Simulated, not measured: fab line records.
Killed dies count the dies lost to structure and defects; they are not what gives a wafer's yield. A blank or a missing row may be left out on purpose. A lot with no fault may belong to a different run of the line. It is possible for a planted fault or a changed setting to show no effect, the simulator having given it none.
Lot-split experiment :: flow sfq-line :: 5 lots, 23 wafers read, on a route of 325 steps

## SPLIT DETAILS
At SFQ_TRILAYER_M4_DEP_SPUTTER_091 (material Nb, target thk 200 nm, time 133.3 s), the setting power-w was moved away from the recipe's 2000 W on 11 of the 23 wafers read, by -7.6% to +8.2%. The other wafers ran this setting at the recipe's value.

There is no step in the file separating the split from the reading.

## THE READING
M4_NB_RS (ohm/sq), read at SFQ_M4_RS_MEAS_924 with a four-point probe. On this fab line, fault-free wafers typically give 0.897 ohm/sq with a standard deviation of 0.015 ohm/sq.

wafer: L078.1
tool, chamber at the split: pvd-sputter-04, -
power-w as run, W: 2000
against the recipe: recipe
M4_NB_RS, ohm/sq: 0.896
against lot-mates on the recipe: -

wafer: L078.2
tool, chamber at the split: pvd-sputter-04, -
power-w as run, W: 2000
against the recipe: recipe
M4_NB_RS, ohm/sq: 0.933
against lot-mates on the recipe: -

wafer: L078.3
tool, chamber at the split: pvd-sputter-04, -
power-w as run, W: 1907
against the recipe: -4.6%
M4_NB_RS, ohm/sq: 0.935
against lot-mates on the recipe: +0.020

wafer: L078.4
tool, chamber at the split: pvd-sputter-04, -
power-w as run, W: 1907
against the recipe: -4.6%
M4_NB_RS, ohm/sq: 0.941
against lot-mates on the recipe: +0.026

wafer: L078.5
tool, chamber at the split: pvd-sputter-04, -
power-w as run, W: 1907
against the recipe: -4.6%
M4_NB_RS, ohm/sq: 0.935
against lot-mates on the recipe: +0.020

wafer: L079.1
tool, chamber at the split: pvd-sputter-04, -
power-w as run, W: 2000
against the recipe: recipe
M4_NB_RS, ohm/sq: 0.925
against lot-mates on the recipe: -

wafer: L079.4
tool, chamber at the split: pvd-sputter-04, -
power-w as run, W: 2000
against the recipe: recipe
M4_NB_RS, ohm/sq: 0.886
against lot-mates on the recipe: -

wafer: L079.5
tool, chamber at the split: pvd-sputter-04, -
power-w as run, W: 2000
against the recipe: recipe
M4_NB_RS, ohm/sq: 0.889
against lot-mates on the recipe: -

wafer: L080.1
tool, chamber at the split: pvd-sputter-03, -
power-w as run, W: 2164
against the recipe: +8.2%
M4_NB_RS, ohm/sq: 0.820
against lot-mates on the recipe: -0.082

wafer: L080.2
tool, chamber at the split: pvd-sputter-03, -
power-w as run, W: 2000
against the recipe: recipe
M4_NB_RS, ohm/sq: 0.905
against lot-mates on the recipe: -

wafer: L080.3
tool, chamber at the split: pvd-sputter-03, -
power-w as run, W: 2164
against the recipe: +8.2%
M4_NB_RS, ohm/sq: 0.833
against lot-mates on the recipe: -0.069

wafer: L080.5
tool, chamber at the split: pvd-sputter-03, -
power-w as run, W: 2000
against the recipe: recipe
M4_NB_RS, ohm/sq: 0.893
against lot-mates on the recipe: -

wafer: L080.6
tool, chamber at the split: pvd-sputter-03, -
power-w as run, W: 2000
against the recipe: recipe
M4_NB_RS, ohm/sq: 0.907
against lot-mates on the recipe: -

wafer: L084.1
tool, chamber at the split: pvd-sputter-04, -
power-w as run, W: 2000
against the recipe: recipe
M4_NB_RS, ohm/sq: 0.901
against lot-mates on the recipe: -

wafer: L084.2
tool, chamber at the split: pvd-sputter-04, -
power-w as run, W: 1849
against the recipe: -7.6%
M4_NB_RS, ohm/sq: 0.971
against lot-mates on the recipe: +0.082

wafer: L084.3
tool, chamber at the split: pvd-sputter-04, -
power-w as run, W: 1849
against the recipe: -7.6%
M4_NB_RS, ohm/sq: 0.957
against lot-mates on the recipe: +0.068

wafer: L084.4
tool, chamber at the split: pvd-sputter-04, -
power-w as run, W: 2000
against the recipe: recipe
M4_NB_RS, ohm/sq: 0.878
against lot-mates on the recipe: -

wafer: L084.5
tool, chamber at the split: pvd-sputter-04, -
power-w as run, W: 1849
against the recipe: -7.6%
M4_NB_RS, ohm/sq: 0.973
against lot-mates on the recipe: +0.084

wafer: L085.1
tool, chamber at the split: pvd-sputter-04, -
power-w as run, W: 2088
against the recipe: +4.4%
M4_NB_RS, ohm/sq: 0.867
against lot-mates on the recipe: -0.029

wafer: L085.2
tool, chamber at the split: pvd-sputter-04, -
power-w as run, W: 2000
against the recipe: recipe
M4_NB_RS, ohm/sq: 0.904
against lot-mates on the recipe: -

wafer: L085.3
tool, chamber at the split: pvd-sputter-04, -
power-w as run, W: 2088
against the recipe: +4.4%
M4_NB_RS, ohm/sq: 0.854
against lot-mates on the recipe: -0.042

wafer: L085.4
tool, chamber at the split: pvd-sputter-04, -
power-w as run, W: 2088
against the recipe: +4.4%
M4_NB_RS, ohm/sq: 0.847
against lot-mates on the recipe: -0.049

wafer: L085.5
tool, chamber at the split: pvd-sputter-04, -
power-w as run, W: 2000
against the recipe: recipe
M4_NB_RS, ohm/sq: 0.888
against lot-mates on the recipe: -

THE FIT
A straight line over all 23 wafers: M4_NB_RS changes by -0.00893 ohm/sq for each +1% of power-w; r = -0.95; the points scatter about the line by 0.013 ohm/sq.
The same after taking each lot's own level away (the mean of its wafers on the recipe; 23 wafers): -0.00896 ohm/sq for each +1%; r = -0.95; scatter 0.014 ohm/sq.
That fit puts the effect of the largest move of power-w on the reading at 0.073 ohm/sq.
Across the lots, their own levels run from 0.8895 to 0.9145 ohm/sq, a range of 1.7 times the standard deviation given above.
Hence the lot-to-lot level has little effect on the slope; both slopes agree.
Check: -0.0731 ohm/sq against its lot-mates is what the line predicts for one of the wafers moved furthest among these (+8.2%) when that wafer is left out of the fit. Against them it came out at -0.0817 ohm/sq.

## THE WHOLE CHAIN: every reading that the file lists as answering this split, in the file's order
step: SFQ_TRILAYER_M4_DEP_SPUTTER_091
what it does: material Nb, target thk 200 nm, time 133.3 s
reading: Nb_of_TRILAYER_M4_DEP_SPUTTER_091.thk-nm (the simulator's own value, which no gauge read)
change (the file's fit): +1.98 nm for each +1% of the setting
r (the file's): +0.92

step: SFQ_M4_RS_MEAS_924
what it does: measures by four-point-probe
reading: M4_NB_RS
change (the file's fit): -0.00896 for each +1% of the setting
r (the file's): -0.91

## THE FILE'S OWN FIT
M4_NB_RS changes by -0.00896 ohm/sq for each +1% of power-w, r = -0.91.
